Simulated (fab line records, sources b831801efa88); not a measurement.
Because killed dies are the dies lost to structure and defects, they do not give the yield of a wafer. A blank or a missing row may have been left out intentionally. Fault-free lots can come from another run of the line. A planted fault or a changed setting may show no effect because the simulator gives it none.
Chamber matching ; flow sky130 ; 4 sister chambers for SKY_VIA1_CMP_02 on cmp-01
The step polishes SiO2. 27 wafers are shown with their chamber, then 12 later ones without.

## EACH WAFER AND ITS CHAMBER
wafer;chamber;motor_current_A (A)
L074.1;1;13.1
L074.2;0;12.5
L074.6;2;12.6
L076.1;1;12.3
L076.5;2;12.8
L076.6;3;12.6
L077.2;0;12.6
L077.5;2;12.6
L077.6;1;13.1
L078.3;3;13.1
L078.4;1;12.7
L078.6;2;13.3
L079.2;2;12.8
L079.3;3;12.8
L079.4;0;11.7
L080.2;3;13.3
L080.5;1;12.0
L080.6;2;12.1
L083.2;0;12.1
L083.4;2;13.0
L083.6;1;13.1
L087.3;0;12.0
L087.4;1;12.7
L087.6;1;12.5
L088.1;3;12.9
L088.4;1;13.0
L088.6;2;12.6

SIGNATURES, as means of the wafers listed above
reading;chamber 0;chamber 1;chamber 2;chamber 3;scatter within a chamber
motor_current_A;12.180;12.722;12.725;12.940;0.358
Rule: for a wafer and a chamber, the distance is found by dividing, reading by reading, the gap between the wafer's reading and the chamber's mean by the reading's scatter, squaring, summing and taking the root. The wafer belongs to the nearest chamber; if the next one is less than 2 further off, it can't be placed. How the scatter is found: for the shown wafers, subtract from each reading the mean of its chamber, square and add these, divide the total by (wafers less chambers), then take the root.

## WAFERS WHOSE CHAMBER IS MISSING
wafer;motor_current_A (A)
L090.2;13.2
L090.5;11.9
L090.6;12.6
L091.2;12.4
L091.3;12.8
L091.4;11.7
L093.4;12.3
L093.5;12.6
L093.6;12.6
L095.3;11.4
L095.4;12.7
L095.5;12.8

## EACH ONE'S CHAMBER
wafer;from the rows above;in truth
L090.2;can't be placed: 3 or 2 or 1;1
L090.5;can't be placed: 0 or 1 or 2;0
L090.6;can't be placed: 1 or 2 or 3 or 0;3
L091.2;can't be placed: 0 or 1 or 2 or 3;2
L091.3;can't be placed: 2 or 1 or 3 or 0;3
L091.4;can't be placed: 0 or 1 or 2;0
L093.4;can't be placed: 0 or 1 or 2 or 3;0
L093.5;can't be placed: 1 or 2 or 3 or 0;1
L093.6;can't be placed: 1 or 2 or 3 or 0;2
L095.3;can't be placed: 0 or 1 or 2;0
L095.4;can't be placed: 1 or 2 or 3 or 0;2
L095.5;can't be placed: 2 or 1 or 3 or 0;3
Correct placement for 0 of the 12. Cannot be placed on the basis of these rows: 12; the candidates contain the true chamber in 12. Number placed wrongly: 0.
